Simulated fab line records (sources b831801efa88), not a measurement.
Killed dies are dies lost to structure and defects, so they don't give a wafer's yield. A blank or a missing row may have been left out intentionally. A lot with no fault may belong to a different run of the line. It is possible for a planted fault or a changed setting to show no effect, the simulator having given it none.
fab line records	flow sky130
record lots=5	wafers=15	last_day=50
route steps=708 shown METAL5@671 PASSIVATION@681 PAD_OPEN@694
lots that met no fault: taken from a fault-free run of the same line
start_h: hours from the record's first day to the start of the lot's first wafer shown	wait_h: time in hours since the lot's previous step	" identical to the entry in the row above	L1.1+2: several wafers, shown together as one row	- no value, or no start was given	* or withheld: withheld	< > ~ a bound
route shown NAME@n: NAME is a module with steps in the file, n the number in the route of the first one	usual: mean/standard deviation of fault-free wafers	same: alike in all rows	chamber/n: place in a boat	sites: the reading at each site	_std_site: the standard deviation of these	_edge_site: outer sites' mean less inner sites'	radius_mm: how far each site lies from the wafer's centre	mask NAME#n: copy n	behind: the tool/chamber that last shaped the wafer	hold: why the lot went on hold/how many hours it stayed there/how the hold came to an end	device: names the non-switching transistor (n, p or np)	end of line: the same wafers' tests at the end of the route	step lacking rows: just its recipe	killed: at the first sort, the dies lost to defects and structure; wafer yield is something else	map: the dies of a wafer, with x for killed, . for not killed, _ for no die there
set.NAME: the run value of the setting; set.NAME@STEP: its run value at that earlier step	model.NAME: the simulator's own value behind a step, which no gauge read
lots at some steps of the route; a table a step, a row a wafer
services: a tool's chamber out of use, with start hour (start_h, from the record's first day; less than 0 if before it), hours out, and reason
## steps
# step SKY_METAL5_SOFTBAKE_10
# recipe temp_c=90	time_s=60	resist=NOVOLAK
# step SKY_METAL5_EXPOSE_11
# recipe mask_id=MM5	na=0.6	source_shape=conventional	sigma_outer=0.6	polarization=unpolarized	target_cd_nm=1600	dose_mj=190
# step SKY_METAL5_PEB_12
# recipe temp_c=withheld	time_s=*	resist=NOVOLAK
# step SKY_METAL5_DEVELOP_13
# recipe resist=NOVOLAK	developer=TMAH	develop_time_s=60	dev_temp_c=23
# step SKY_METAL5_DESCUM_14
# recipe chemistry=O2	source_power_w=150	bias_power_w=0	pressure_mtorr=10	temp_c=40	time_s=11
# usual drypump_motor_current_A=5.9/0.35	oes_product_au=0.994/0.0076
lot.wafer	tool	chamber	start_h	wait_h	drypump_motor_current_A	oes_product_au	rf_hours_counter_h
L558.1	rie_metal-01	0	1034.27	0.1	6.0	1.006	5
L558.2	"	1	"	"	6.3	0.985	19
L558.4	"	1	"	"	6.3	0.989	-
L566.1	rie_metal-01	1	1080.18	0.1	6.3	1.003	23
L566.2	"	0	"	"	6.0	1.005	9
L566.5	"	1	"	"	6.3	0.998	-
L571.3	rie_metal-02	0	1110.44	0.1	6.2	0.991	-
L571.4	"	1	"	"	6.1	1.009	-
L571.6	"	1	"	"	6.1	0.995	-
L578.3	rie_metal-03	0	1140.68	0.1	5.5	0.982	-
L578.5	"	1	"	"	5.5	0.994	-
L578.6	"	0	"	"	5.5	0.991	-
L580.1	rie_metal-03	0	1159.63	0.1	5.5	0.979	19
L580.2	"	0	"	"	5.5	0.982	-
L580.4	"	0	"	"	5.5	0.988	-
# step SKY_METAL5_METAL_ETCH_15
# recipe target_depth_a=12600	stop_on=SiO2	over_etch_frac=0.2	time_s=252	chemistry=Cl2/BCl3	resist_sidewall_deg=86	pressure_mtorr=10	icp_w=900	bias_w=48.5	Cl2_flow_sccm=60	bcl3_flow_sccm=30
# usual drypump_motor_current_A=5.9/0.34	mfc_cl2_sccm=60.03/0.19	oes_product_au=0.894/0.0049	throttle_valve_pct=22.264/0.0088
lot.wafer	tool	chamber	start_h	wait_h	drypump_motor_current_A	mfc_cl2_sccm	oes_product_au	rf_hours_counter_h	throttle_valve_pct
L558.1	rie_metal-01	0	1034.30	0.0	6.0	60.14	0.895	5	22.263
L558.2	"	1	"	"	6.3	59.86	0.898	19	22.279
L558.4	"	1	"	"	6.3	60.17	0.894	-	22.265
L566.1	rie_metal-01	1	1080.21	0.0	6.3	60.19	0.891	23	22.259
L566.2	"	0	"	"	6.0	59.78	0.894	9	22.280
L566.5	"	1	"	"	6.3	59.80	0.898	-	22.263
L571.3	rie_metal-02	0	1110.54	0.1	6.2	59.97	0.898	-	22.254
L571.4	"	1	"	"	6.1	60.20	0.894	-	22.259
L571.6	"	1	"	"	6.1	60.15	0.895	-	22.272
L578.3	rie_metal-03	0	1140.78	0.1	5.5	59.87	0.891	-	22.255
L578.5	"	1	"	"	5.5	60.12	0.891	-	22.253
L578.6	"	0	"	"	5.5	59.96	0.894	-	22.262
L580.1	rie_metal-03	0	1159.70	0.1	5.5	59.83	0.899	19	22.283
L580.2	"	0	"	"	5.5	60.00	0.894	-	22.285
L580.4	"	0	"	"	5.5	59.89	0.880	-	22.270
# step SKY_METAL5_STRIP_16
# recipe chemistry=O2/N2	power_w=1400	pressure_mtorr=1500	platen_temp_c=withheld	o2_flow_sccm=3000	n2_flow_sccm=300	overash_fraction=0.5
# usual drypump_motor_current_A=5.4/0.38	oes_product_au=0.711/0.0047	strip_time_to_endpoint_s=13.14/0.12
lot.wafer	tool	chamber	start_h	wait_h	drypump_motor_current_A	oes_product_au	rf_hours_counter_h	strip_time_to_endpoint_s
L558.1	plasma_asher-04	1	1034.53	0.2	5.4	0.708	87	13.22
L558.2	"	0	"	"	5.1	0.711	87	13.29
L558.4	"	1	"	"	5.4	0.707	-	13.32
L566.1	plasma_asher-03	1	1080.45	0.2	5.3	0.707	28	13.23
L566.2	"	0	"	"	6.1	0.711	28	13.00
L566.5	"	0	"	"	6.1	0.713	-	13.01
L571.3	plasma_asher-02	1	1110.73	0.1	5.7	0.716	-	13.09
L571.4	"	0	"	"	4.9	0.714	-	13.01
L571.6	"	0	"	"	4.9	0.712	-	13.09
L578.3	plasma_asher-04	1	1140.97	0.1	5.4	0.718	-	13.23
L578.5	"	0	"	"	5.1	0.711	-	13.19
L578.6	"	1	"	"	5.3	0.711	-	13.25
L580.1	plasma_asher-02	0	1160.17	0.4	4.9	0.704	8	13.28
L580.2	"	1	"	"	5.7	0.709	8	13.27
L580.4	"	1	"	"	5.7	0.708	-	13.25
# step SKY_METAL5_STRIP_17
# recipe chemistry=post_etch_residue_remover	time_s=1200	temp_c=72.5
# step SKY_METAL5_CLEAN_18
# recipe chemistry=IPA	time_s=180	temp_c=25
# step SKY_METAL5_CLEAN_19
# recipe chemistry=O3/DIW	dry=n2_spin
# step SKY_PASSIVATION_CVD_00
# recipe material=SiO2	target_thk_nm=90	temp_c=400	time_s=withheld	rf_w=600
# step SKY_PASSIVATION_THK_MEAS_01
# recipe reads=SiO2_of_PASSIVATION_CVD_00
# usual PASSIVATION_CVD_00_THK=90.1/1.1
lot.wafer	tool	chamber	start_h	wait_h	PASSIVATION_CVD_00_THK[nm]
L558.1	film_metro-02	-	1035.16	-	87.6
L558.2	"	-	"	"	87.4
L558.4	"	-	"	"	90.0
L566.1	film_metro-03	-	1081.07	-	90.3
L566.2	"	-	"	"	88.9
L566.5	"	-	"	"	90.7
L571.3	film_metro-02	-	1111.33	-	88.8
L571.4	"	-	"	"	90.9
L571.6	"	-	"	"	91.7
L578.3	film_metro-04	-	1141.57	-	89.1
L578.5	"	-	"	"	89.7
L578.6	"	-	"	"	91.1
L580.1	film_metro-03	-	1160.81	-	88.9
L580.2	"	-	"	"	90.1
L580.4	"	-	"	"	90.8
# step SKY_PASSIVATION_CVD_02
# recipe material=Si3N4	target_thk_nm=540	temp_c=400	time_s=withheld	rf_w=450
# usual heater_power_w=736/86	rf_fwd_power_W=449.1/1.4	susceptor_temp_C=400.00/0.24
lot.wafer	tool	chamber	start_h	wait_h	heater_power_w	rf_fwd_power_W	susceptor_temp_C	model.Si3N4_of_PASSIVATION_CVD_02.thk_nm
L558.1	pecvd-02	0	1035.22	0.1	723	449.8	399.43	540.1
L558.2	"	1	"	"	801	449.2	399.89	534.4
L558.4	"	2	"	"	720	449.5	399.41	544.5
L566.1	pecvd-01	0	1081.13	0.1	686	447.4	400.01	530.9
L566.2	"	1	"	"	787	450.1	399.68	535.1
L566.5	"	0	"	"	732	446.9	400.08	543.4
L571.3	pecvd-01	0	1111.37	0.0	676	449.9	399.90	533.8
L571.4	"	1	"	"	767	377.9	399.73	510.6
L571.6	"	2	"	"	705	447.6	400.22	545.1
L578.3	pecvd-04	1	1141.61	0.0	829	448.9	400.16	536.1
L578.5	"	2	"	"	733	448.6	400.34	545.8
L578.6	"	0	"	"	648	448.3	399.82	546.6
L580.1	pecvd-02	2	1160.87	0.1	698	449.9	399.92	533.2
L580.2	"	0	"	"	748	446.6	400.10	529.2
L580.4	"	2	"	"	720	450.7	400.19	544.4
# step SKY_PASSIVATION_THK_MEAS_03
# recipe reads=Si3N4_of_PASSIVATION_CVD_02
# usual PASSIVATION_CVD_02_THK=540/6.4
lot.wafer	tool	chamber	start_h	wait_h	PASSIVATION_CVD_02_THK[nm]
L558.1	film_metro-04	-	1035.44	-	540
L558.2	"	-	"	"	534
L558.4	"	-	"	"	544
L566.1	film_metro-02	-	1081.36	-	531
L566.2	"	-	"	"	535
L566.5	"	-	"	"	543
L571.3	film_metro-04	-	1111.62	-	534
L571.4	"	-	"	"	510
L571.6	"	-	"	"	545
L578.3	film_metro-03	-	1141.85	-	536
L578.5	"	-	"	"	545
L578.6	"	-	"	"	547
L580.1	film_metro-03	-	1161.10	-	533
L580.2	"	-	"	"	529
L580.4	"	-	"	"	545
# step SKY_PASSIVATION_DEHYDRATE_04
# recipe temp_c=200	time_s=60
# step SKY_PASSIVATION_HMDS_05
# recipe prime_time_s=60	prime_temp_c=120
# step SKY_PASSIVATION_COAT_06
# recipe spin_rpm=2000	resist_thk_nm=3000
# step SKY_PASSIVATION_SOFTBAKE_07
# recipe temp_c=110	time_s=withheld
# step SKY_PASSIVATION_EXPOSE_08
# recipe mask_id=NSM	target_cd_nm=3000	na=0.57	dose_mj=260
# step SKY_PASSIVATION_PEB_09
# recipe temp_c=115	time_s=withheld
# step SKY_PASSIVATION_DEVELOP_10
# recipe develop_time_s=60	dev_temp_c=23
# step SKY_PASSIVATION_ETCH_11
# recipe chemistry=CF4/O2	target_depth_nm=725	stop_on=AlCu	source_w=800	bias_w=150	pressure_mtorr=150	cf4_flow_sccm=80	O2_flow_sccm=10	time_s=161.1
# usual drypump_motor_current_A=5.8/0.42	oes_product_au=0.977/0.006	throttle_valve_pct=5.963/0.0083
lot.wafer	tool	chamber	start_h	wait_h	drypump_motor_current_A	oes_product_au	rf_hours_counter_h	throttle_valve_pct	model.etch.depth_nm	model.PASSIVATION.feature_depth_nm
L558.1	rie_diel-04	3	1057.32	-	6.4	0.971	17	5.980	701.6	701.6
L558.2	"	1	"	"	5.5	0.979	9	5.960	695.4	695.4
L558.4	"	2	"	"	5.5	0.979	-	5.968	709.2	709.2
L566.1	rie_diel-04	2	1101.32	-	5.5	0.971	22	5.960	696.6	696.6
L566.2	"	0	"	"	6.0	0.979	7	5.955	698.9	698.9
L566.5	"	2	"	"	5.5	0.981	-	5.960	709.1	709.1
L571.3	rie_diel-04	1	1131.11	-	5.5	0.973	12	5.945	696.8	696.8
L571.4	"	2	"	"	5.5	0.959	24	5.965	676	676
L571.6	"	3	"	"	6.3	0.980	-	5.963	711	711
L578.3	rie_diel-04	0	1159.72	-	6.0	0.978	10	5.967	699.5	699.5
L578.5	"	3	"	"	6.3	0.981	-	5.970	710.1	710.1
L578.6	"	2	"	"	5.5	0.990	-	5.968	712	712
L580.1	rie_diel-01	1	1178.07	-	5.5	0.970	26	5.968	696.1	696.1
L580.2	"	2	"	"	6.8	0.972	21	5.957	692.6	692.6
L580.4	"	0	"	"	5.5	0.980	1	5.962	708.4	708.4
# step SKY_PASSIVATION_STRIP_12
# recipe chemistry=O2/N2	power_w=1400	pressure_mtorr=1500	platen_temp_c=withheld	overash_fraction=0.7	o2_flow_sccm=3000	n2_flow_sccm=300
# usual drypump_motor_current_A=5.3/0.36	oes_product_au=0.660/0.0046	strip_time_to_endpoint_s=31.59/0.11
lot.wafer	tool	chamber	start_h	wait_h	drypump_motor_current_A	oes_product_au	rf_hours_counter_h	strip_time_to_endpoint_s
L558.1	plasma_asher-04	1	1057.42	0.1	5.4	0.660	90	31.65
L558.2	"	0	"	"	5.1	0.662	90	31.45
L558.4	"	1	"	"	5.3	0.661	-	31.50
L566.1	plasma_asher-01	1	1101.42	0.1	5.0	0.662	71	31.63
L566.2	"	0	"	"	5.1	0.666	71	31.63
L566.5	"	0	"	"	5.1	0.669	-	31.71
L571.3	plasma_asher-01	1	1131.25	0.1	5.0	0.663	-	31.44
L571.4	"	0	"	"	5.1	0.663	-	31.59
L571.6	"	0	"	"	5.1	0.659	-	31.59
L578.3	plasma_asher-01	1	1159.86	0.1	5.0	0.658	-	31.37
L578.5	"	1	"	"	5.0	0.656	-	31.56
L578.6	"	0	"	"	5.1	0.651	-	31.59
L580.1	plasma_asher-04	1	1178.18	0.1	5.4	0.664	102	31.58
L580.2	"	0	"	"	5.1	0.666	102	31.52
L580.4	"	1	"	"	5.4	0.663	-	31.61
# step SKY_PAD_OPEN_DEHYDRATE_00
# recipe temp_c=200	time_s=60
# step SKY_PAD_OPEN_HMDS_01
# recipe prime_time_s=60	prime_temp_c=120
# step SKY_PAD_OPEN_COAT_02
# recipe spin_rpm=2000	resist_thk_nm=3000
# step SKY_PAD_OPEN_SOFTBAKE_03
# recipe temp_c=110	time_s=withheld
# step SKY_PAD_OPEN_EXPOSE_04
# recipe mask_id=PDM	target_cd_nm=60000	na=0.57	dose_mj=260
# step SKY_PAD_OPEN_PEB_05
# recipe temp_c=115	time_s=withheld
# step SKY_PAD_OPEN_DEVELOP_06
# recipe develop_time_s=60	dev_temp_c=23
# step SKY_PAD_OPEN_ETCH_07
# recipe chemistry=CF4/O2	target_depth_nm=725	stop_on=AlCu	source_w=800	bias_w=150	pressure_mtorr=150	cf4_flow_sccm=80	O2_flow_sccm=10	time_s=161.1
# usual drypump_motor_current_A=5.9/0.51	oes_product_au=0.977/0.0074	throttle_valve_pct=5.965/0.0095
lot.wafer	tool	chamber	start_h	wait_h	drypump_motor_current_A	oes_product_au	rf_hours_counter_h	throttle_valve_pct	model.PAD_OPEN.feature_depth_nm	model.etch.depth_nm
L558.1	rie_diel-01	1	1078.97	-	5.5	0.975	23	5.966	701.6	701.6
L558.2	"	0	"	"	5.5	0.971	33	5.961	695.4	695.4
L558.4	"	3	"	"	5.6	0.990	19	5.968	709.2	709.2
L566.1	rie_diel-04	1	1120.43	-	5.5	0.979	11	5.962	696.6	696.6
L566.2	"	0	"	"	6.0	0.981	8	5.962	698.9	698.9
L566.5	"	2	"	"	5.5	0.983	-	5.968	709.1	709.1
L571.3	rie_diel-03	2	1148.61	-	6.1	0.980	20	5.961	696.8	696.8
L571.4	"	1	"	"	4.9	0.956	7	5.947	676	676
L571.6	"	3	"	"	6.4	0.985	-	5.954	711	711
L578.3	rie_diel-01	1	1176.78	-	5.5	0.969	26	5.971	699.5	699.5
L578.5	"	3	"	"	5.6	0.979	-	5.987	710.1	710.1
L578.6	"	2	"	"	6.7	0.983	-	5.963	712	712
L580.1	rie_diel-01	3	1193.33	-	5.5	0.979	23	5.963	696.1	696.1
L580.2	"	0	"	"	5.5	0.967	2	5.954	692.6	692.6
L580.4	"	1	"	"	5.5	0.980	26	5.971	708.4	708.4
# step SKY_PAD_OPEN_STRIP_08
# recipe chemistry=O2/N2	power_w=1400	pressure_mtorr=1500	platen_temp_c=withheld	overash_fraction=0.7	o2_flow_sccm=3000	n2_flow_sccm=300
# usual drypump_motor_current_A=5.17/0.24	oes_product_au=0.664/0.005	strip_time_to_endpoint_s=37.03/0.11
lot.wafer	tool	chamber	start_h	wait_h	drypump_motor_current_A	oes_product_au	rf_hours_counter_h	strip_time_to_endpoint_s
L558.1	plasma_asher-01	1	1079.07	0.1	5.03	0.655	68	37.02
L558.2	"	0	"	"	5.05	0.664	68	37.12
L558.4	"	0	"	"	5.05	0.659	-	36.98
L566.1	plasma_asher-02	0	1120.54	0.1	4.94	0.663	4	36.97
L566.2	"	1	"	"	5.66	0.667	4	36.88
L566.5	"	0	"	"	4.94	0.671	-	36.97
L571.3	plasma_asher-04	0	1148.75	0.1	5.12	0.658	-	36.92
L571.4	"	1	"	"	5.40	0.668	-	37.02
L571.6	"	1	"	"	5.41	0.663	-	36.85
L578.3	plasma_asher-01	0	1176.92	0.1	5.07	0.662	-	37.22
L578.5	"	1	"	"	5.05	0.674	-	37.24
L578.6	"	0	"	"	5.04	0.666	-	37.26
L580.1	plasma_asher-04	0	1193.44	0.1	5.12	0.668	103	37.11
L580.2	"	1	"	"	5.40	0.674	103	37.08
L580.4	"	1	"	"	5.40	0.665	-	37.15
# step SKY_PAD_OPEN_STRIP_09
# recipe chemistry=post_etch_residue_remover	time_s=1200	temp_c=72.5
lot.wafer	tool	chamber	start_h	wait_h	model.Si3N4_of_PASSIVATION_CVD_02.thk_nm
L558.1	wet_bench-02	1	1079.17	0.1	539.7
L558.2	"	1	"	"	534
L558.4	"	1	"	"	544.1
L566.1	wet_bench-04	3	1120.64	0.1	530.6
L566.2	"	3	"	"	534.8
L566.5	"	3	"	"	543.1
L571.3	wet_bench-03	1	1148.82	0.0	533.5
L571.4	"	1	"	"	510.3
L571.6	"	1	"	"	544.8
L578.3	wet_bench-03	3	1176.99	0.0	535.8
L578.5	"	3	"	"	545.5
L578.6	"	3	"	"	546.2
L580.1	wet_bench-03	3	1193.54	0.1	532.8
L580.2	"	3	"	"	528.9
L580.4	"	3	"	"	544.1
# step SKY_PAD_OPEN_CLEAN_10
# recipe chemistry=IPA	time_s=180	temp_c=25
# step SKY_PAD_OPEN_PROBE_99
# usual defect_limited_yield=82.4/2.1	killed_at_M0_to_M3=44/7.3	killed_at_M4_up=3.0/1.9	killed_at_contacts=24/5	killed_at_front_end=16/4.5	killed_at_other=0.3/0.46	killed_dies=87/10	killed_open=47/8.3	killed_short=39/6.4	sort_bin_3_pad_short=0.8/0.43	sort_bin_5_function=10.5/1.6	sort_bin_6_memory=6.3/1.1	sort_n_pass=405/10	sort_yield_pct=82.4/2.1
# same gross_dies=492	killed_at_back_side=0	sort_bin_4_leakage[%]=0	sort_bin_8_speed[%]=0
lot.wafer	tool	chamber	start_h	wait_h	defect_limited_yield[%]	killed_at_M0_to_M3	killed_at_M4_up	killed_at_contacts	killed_at_front_end	killed_at_other	killed_dies	killed_open	killed_short	sort_bin_3_pad_short[%]	sort_bin_5_function[%]	sort_bin_6_memory[%]	sort_n_pass	sort_yield_pct[%]
L566.1	prober-01	-	1122.75	0.1	83.1	40	2	27	14	0	83	43	40	0.4	7.9	8.5	409	83.1
L566.2	prober-01	-	1122.80	0.1	83.3	45	2	21	13	1	82	35	47	1.4	8.7	6.5	410	83.3
L566.5	prober-01	-	1122.95	0.2	81.9	49	4	21	15	0	89	38	51	1.2	11.6	5.3	403	81.9
L571.3	prober-01	-	1151.04	0.2	84.6	47	2	18	9	0	76	40	36	1.0	9.6	4.9	416	84.6
L571.4	prober-01	-	1151.09	0.2	80.9	44	1	25	24	0	94	52	42	0.4	11.4	7.3	398	80.9
L571.6	prober-01	-	1151.19	0.2	84.8	35	2	23	15	0	75	46	29	0.8	9.1	5.3	417	84.8
# killed by level:class
L566.1 VIA3:geometric_particle:open=10 LI_CONTACT:geometric_particle:open=8 CONTACT:geometric_particle:open=8 VIA1:geometric_particle:short=7 VIA1:geometric_particle:open=7 POLY_GATE:geometric_particle:short=5 LOCAL_INTERCONNECT:geometric_particle:short=5 CONTACT:geometric_particle:short=5
L566.2 VIA1:geometric_particle:short=12 VIA1:geometric_particle:open=7 CONTACT:geometric_particle:open=7 METAL2:geometric_particle:short=7 FIELD_ISO:geometric_particle:short=5 LI_CONTACT:geometric_particle:open=5 CONTACT:geometric_particle:short=5 VIA2:geometric_particle:open=5
L566.5 VIA1:geometric_particle:open=9 METAL2:geometric_particle:short=8 CONTACT:geometric_particle:open=7 VIA2:geometric_particle:open=6 METAL1:geometric_particle:short=6 VIA1:geometric_particle:short=6 CONTACT:geometric_particle:short=5 METAL3:geometric_particle:short=5
L571.3 METAL1:geometric_particle:short=11 CONTACT:geometric_particle:open=10 VIA3:geometric_particle:open=7 VIA1:geometric_particle:open=7 VIA2:geometric_particle:open=6 VIA1:geometric_particle:short=5 POLY_GATE:geometric_particle:short=4 LI_CONTACT:geometric_particle:open=3
L571.4 VIA2:geometric_particle:open=11 LOCAL_INTERCONNECT:geometric_particle:short=10 FIELD_ISO:geometric_particle:short=7 POLY_GATE:geometric_particle:open=7 VIA1:geometric_particle:open=7 CONTACT:geometric_particle:open=7 VIA3:geometric_particle:open=7 METAL1:geometric_particle:short=4
L571.6 VIA1:geometric_particle:open=9 CONTACT:geometric_particle:open=7 VIA2:geometric_particle:open=7 CONTACT:geometric_particle:short=6 FIELD_ISO:geometric_particle:open=5 LI_CONTACT:geometric_particle:open=4 METAL1:geometric_particle:short=4 VIA3:geometric_particle:open=4
## services
tool	chamber	start_h	hours	kind
plasma_asher-01	-	1012.34	2.8	pm
rie_diel-01	2	1024.66	4.6	repair
pecvd-01	0	1030.96	16.2	repair
rie_diel-01	0	1033.41	3.7	repair
rie_metal-02	1	1039.03	55.6	repair
rie_diel-01	1	1039.82	8.0	repair
rie_diel-04	0	1039.99	18.8	repair
plasma_asher-02	-	1045.63	14.6	pm
rie_diel-01	1	1050.91	5.4	repair
rie_metal-03	-	1052.97	0.3	repair
plasma_asher-02	-	1060.23	9.0	pm
rie_diel-01	-	1068.72	0.2	repair
pecvd-02	-	1076.26	5.5	pm
plasma_asher-02	-	1084.42	4.3	pm
rie_metal-02	0	1087.64	10.5	repair
rie_metal-01	-	1091.85	0.4	repair
rie_diel-01	-	1099.59	28.1	pm
rie_diel-04	0	1111.38	5.0	repair
rie_diel-01	-	1129.15	1.0	repair
rie_diel-04	1	1148.63	6.1	repair
rie_diel-01	1	1149.11	6.7	repair
plasma_asher-02	-	1157.77	2.0	repair
plasma_asher-04	-	1158.25	3.0	repair
rie_diel-04	0	1191.25	4.0	repair
## key
first_sign step=SKY_PASSIVATION_CVD_02	reading=rf_fwd_power_W	direction=down	sigmas=51	usual=449.1	struck=377.9
effect step=SKY_PASSIVATION_THK_MEAS_03	reading=PASSIVATION_CVD_02_THK	direction=down	sigmas=4.6	usual=540	struck=510
effect step=SKY_PASSIVATION_ETCH_11	reading=oes_product_au	direction=down	sigmas=3.1	usual=0.977	struck=0.959
model_effect step=SKY_PASSIVATION_CVD_02	value=Si3N4_of_PASSIVATION_CVD_02.thk_nm	without=538.4	struck=510.6
model_effect step=SKY_PASSIVATION_ETCH_11	value=etch.depth_nm	without=703.7	struck=676
model_effect step=SKY_PAD_OPEN_ETCH_07	value=PAD_OPEN.feature_depth_nm	without=703.7	struck=676
model_effect step=SKY_PAD_OPEN_STRIP_09	value=Si3N4_of_PASSIVATION_CVD_02.thk_nm	without=538	struck=510.3
met_at SKY_PASSIVATION_CVD_02
struck_wafers L571.4
onset_between 1081.13 1111.37
fault kind=process_parameter_drift	tool=pecvd-01	chamber=1	onset_h=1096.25	steps=SKY_PASSIVATION_CVD_02	channel=rf_w	offset=-72	shape=step	end_h=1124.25	acts_in=these_recipes_only	stated=450
